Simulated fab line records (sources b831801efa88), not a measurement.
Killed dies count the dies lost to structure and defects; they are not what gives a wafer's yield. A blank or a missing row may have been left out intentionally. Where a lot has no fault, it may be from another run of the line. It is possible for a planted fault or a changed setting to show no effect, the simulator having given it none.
8D (eight disciplines) problem report, filled in by code ; flow sky130 ; the parts of the form that need people (team, actions taken, sign-off) are left out

## 1. THE ISSUE
Wafers without a fault read 1.3e+12, standard deviation 1.4e+09; dose ions cm2 at SKY_NWELL_IMPLANT_12 reads a mean of 1.4e+12 on 9 wafers belonging to 3 lots. That puts it +74 standard deviations away from the usual mean.
The first sign was on wafer L827.1 at day 8 10:23, on implanter-01. The record holds 39 wafers of 13 lots with a number at this step. The rule behind "out" and "out of limits": a value lying over 4 standard deviations away from the usual mean. All remaining wafers that have a number are taken as sound.

## 2. WHAT THIS IS AND IS NOT
question;is;is not
which readings at this step;dose ions cm2;-
which lots;L827, L828, L829;L811, L813, L814, L817, L818, L820, L826, L831, L832, L833
which wafers of those lots;all that have a number;-
read on which tools;implanter-01;implanter-03, implanter-04
when;from day 8 10:23;"up to then (21 sound wafers); but 9 sound wafers of L831, L832, L833 came after"

## 3. WHAT RULES OUT EACH SUSPECT
Counting: a tool stays on the suspect list if, at a process step up to the reading, it processed all lots that are out and no sound lot following the first of them.
- implanter-01 at SKY_NWELL_IMPLANT_12: kept. All lots that are out passed through it, beginning with L827 at day 8 10:23, and no sound lot followed; its final sound lot before that point was L826 at day 8 03:23. On those wafers its own readings are out: dose ions cm2.
After counting, what remains is implanter-01 at SKY_NWELL_IMPLANT_12.

## 4. THE CAUSE (what the simulator had put in)
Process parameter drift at SKY_NWELL_IMPLANT_12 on implanter-01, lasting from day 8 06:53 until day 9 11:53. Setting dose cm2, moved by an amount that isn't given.
Counting left only this tool.

## 5. THE EFFECT CHAIN, in route order
One row per reading whose mean, taken over the struck wafers that have a number, lies over 3 standard deviations from the usual. Scope: only readings with a usual standard deviation given in the record; hours: median across lots of the time from each lot's start at the first step in this table that gives one to its start at this step; sigmas: change in usual standard deviations.
hours;step;reading;usual;on struck wafers;change;sigmas
0;SKY_NWELL_IMPLANT_12;dose ions cm2;1.3e+12;1.4e+12;+1.0e+11;+74
0;SKY_NWELL_IMPLANT_12;faraday current uA;7.34;7.94;+0.60;+4.3
Here are the process steps it includes:
- SKY_NWELL_IMPLANT_12
Later measuring or inspecting steps at which every struck wafer that the step has a row for has a number for every such reading, and none has moved that far: SKY_VT_ADJUST_HVTP_CD_MEAS_07.

## 6. HOW IT WOULD HAVE BEEN CAUGHT EARLIER
4 hours passed between the start of the fault at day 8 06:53 and the first reading out of limits in this record, taken at day 8 10:23.
